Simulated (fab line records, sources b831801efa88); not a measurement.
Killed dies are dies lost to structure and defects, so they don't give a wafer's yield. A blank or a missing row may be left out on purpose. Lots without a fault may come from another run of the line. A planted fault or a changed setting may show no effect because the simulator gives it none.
A struck lot beside a sound one | flow sky130 | 23 steps out of a route of 708
Sound: wafers L484.1, L484.2, L484.4. Struck: wafers L475.1, L475.2, L475.5. The cause comes at the end.
At each step with rows: each side's tool, then ch and its chambers, then its first start. Under that, the readings that differ: sound wafers | struck wafers | difference of the means | sigmas: that difference in standard deviations of wafers without a fault.
alike: readings whose means differ by less than 2 such deviations, and words and numbers that are the same on both sides. not compared: withheld readings, readings that some wafer has no value for, bounds like >300 that may hide the same value, and numbers for which the record gives no deviation and whose values overlap.
The two part at a step that has a row with sigmas, a row that says differs or no value, or rows on one side only. Numbers that don't overlap but have no deviation are shown without sigmas and don't part them. A reading that every wafer of one side lacks parts them only if that side has two wafers or more.

first, 1 step without rows for these wafers: SKY_SONOS_ONO_DEVELOP_12 (develop time 60 s).
SKY_SONOS_ONO_CD_MEAS_13: target cd 410 nm.
  sound on cd_sem-01, day 16 21:50; struck on cd_sem-01, day 13 22:38
  alike: cd_nm
SKY_SONOS_ONO_OVL_MEAS_14:
  sound on overlay-02, day 16 21:58; struck on overlay-02, day 13 22:46
  alike: SONOS_ONO_OVL
SKY_SONOS_ONO_ETCH_15: etches the open film in CHF3/O2, target depth 19.52 nm, time 8.101 s.
  sound on rie_diel-04 ch 0,2,3, day 16 21:59; struck on rie_diel-01 ch 0,2, day 13 22:47
  alike: drypump_motor_current_A, oes_product_au, throttle_valve_pct
  not compared: rf_hours_counter_h
then, 1 step without rows for these wafers: SKY_SONOS_ONO_WET_ETCH_16 (etches SiO2 in dHF, target depth 14 nm, time 280 s).
SKY_SONOS_ONO_STRIP_17: strips in O2/N2.
  sound on plasma_asher-02 ch 0,1, day 16 22:06; struck on plasma_asher-02 ch 0,1, day 13 22:54
  alike: drypump_motor_current_A, oes_product_au, strip_time_to_endpoint_s
  not compared: rf_hours_counter_h
then, 3 steps without rows for these wafers: SKY_SONOS_ONO_WET_ETCH_18 (etches Si3N4 in H3PO4, target depth 15 nm, time 172 s); SKY_GATE_OXIDE_CLEAN_00 (cleans in SC1/SC2, time 150 s); SKY_GATE_OXIDE_OXIDATION_01 (stabilise 600 s, purge 300 s, target thk 10.268 nm).
SKY_GATE_OXIDE_THK_MEAS_02:
  sound on film_metro-04, day 17 01:31; struck on film_metro-01, day 14 02:05
  alike: GATE_OXIDE_OXIDATION_00_THK
then, 2 steps without rows for these wafers: SKY_GATE_OXIDE_DEHYDRATE_03 (time 60 s); SKY_GATE_OXIDE_HMDS_04 (prime time 60 s).
SKY_GATE_OXIDE_COAT_05: resist thk 1140 nm.
  sound on litho_track-04 ch 0, day 17 15:20; struck on litho_track-01 ch 0, day 14 14:50
  reading                                         | sound          | struck            | difference | sigmas
  model.NOVOLAK_of_GATE_OXIDE_COAT_05.thk_nm (nm) | 1144 1144 1138 | 596.4 597.9 596.7 | -545.0     |
  alike: dispense_pressure_kPa, resist_line_temp_C
then, 3 steps without rows for these wafers: SKY_GATE_OXIDE_SOFTBAKE_06 (time 58.68 s); SKY_GATE_OXIDE_EXPOSE_07 (exposes mask LVOM, target cd 600 nm); SKY_GATE_OXIDE_PEB_08.
SKY_GATE_OXIDE_DEVELOP_09: develop time 60 s.
  sound on litho_track-04 ch 0, day 18 06:14; struck on litho_track-02 ch 0, day 15 04:05
  reading                                         | sound          | struck            | difference | sigmas
  model.NOVOLAK_of_GATE_OXIDE_COAT_05.thk_nm (nm) | 1144 1144 1138 | 596.2 597.7 596.5 | -545.2     |
  alike: developer_temp_C, resist_line_temp_C
SKY_GATE_OXIDE_OVL_MEAS_10:
  sound on overlay-01, day 18 06:23; struck on overlay-02, day 15 04:14
  alike: GATE_OXIDE_OVL
then, 2 steps without rows for these wafers: SKY_GATE_OXIDE_IMPLANT_11; SKY_GATE_OXIDE_WET_ETCH_12 (etches SiO2 in dHF, target depth 16.8 nm, time 336 s).
SKY_GATE_OXIDE_STRIP_13: strips in O2/N2.
  sound on plasma_asher-03 ch 0,1, day 18 06:41; struck on plasma_asher-03 ch 0,1, day 15 04:32
  reading                      | sound             | struck            | difference | sigmas
  oes_product_au (a.u.)        | 0.717 0.712 0.713 | 0.557 0.554 0.562 | -0.156     | -36
  strip_time_to_endpoint_s (s) | 14.21 14.24 14.16 | 7.85 7.88 7.85    | -6.34      | -99 or more
  alike: drypump_motor_current_A
  not compared: rf_hours_counter_h
SKY_GATE_OXIDE_TW_MEAS_14:
  sound on film_metro-01, day 18 06:47; struck on film_metro-01, day 15 04:38
  alike: GATE_OXIDE_TW
-- the record jumps here: 31 days lie between the struck wafers' starts before and after (it left off in module GATE_OXIDE and takes up again in module PAD_OPEN, whose first step shown is number 708 of the route) --
SKY_PAD_OPEN_PROBE_99:
  sound on prober-01, day 48 22:25; struck on prober-02, day 46 16:09
  alike: killed_at_M0_to_M3, killed_at_M4_up, killed_at_contacts, killed_at_front_end, killed_at_other, killed_dies, killed_on_rim, killed_open, killed_short

WHERE THEY PART
Only at SKY_GATE_OXIDE_STRIP_13, within this record. Later steps at which nothing parts them and some readings are alike: SKY_GATE_OXIDE_TW_MEAS_14, SKY_PAD_OPEN_PROBE_99.

WHY: what the simulator had put in
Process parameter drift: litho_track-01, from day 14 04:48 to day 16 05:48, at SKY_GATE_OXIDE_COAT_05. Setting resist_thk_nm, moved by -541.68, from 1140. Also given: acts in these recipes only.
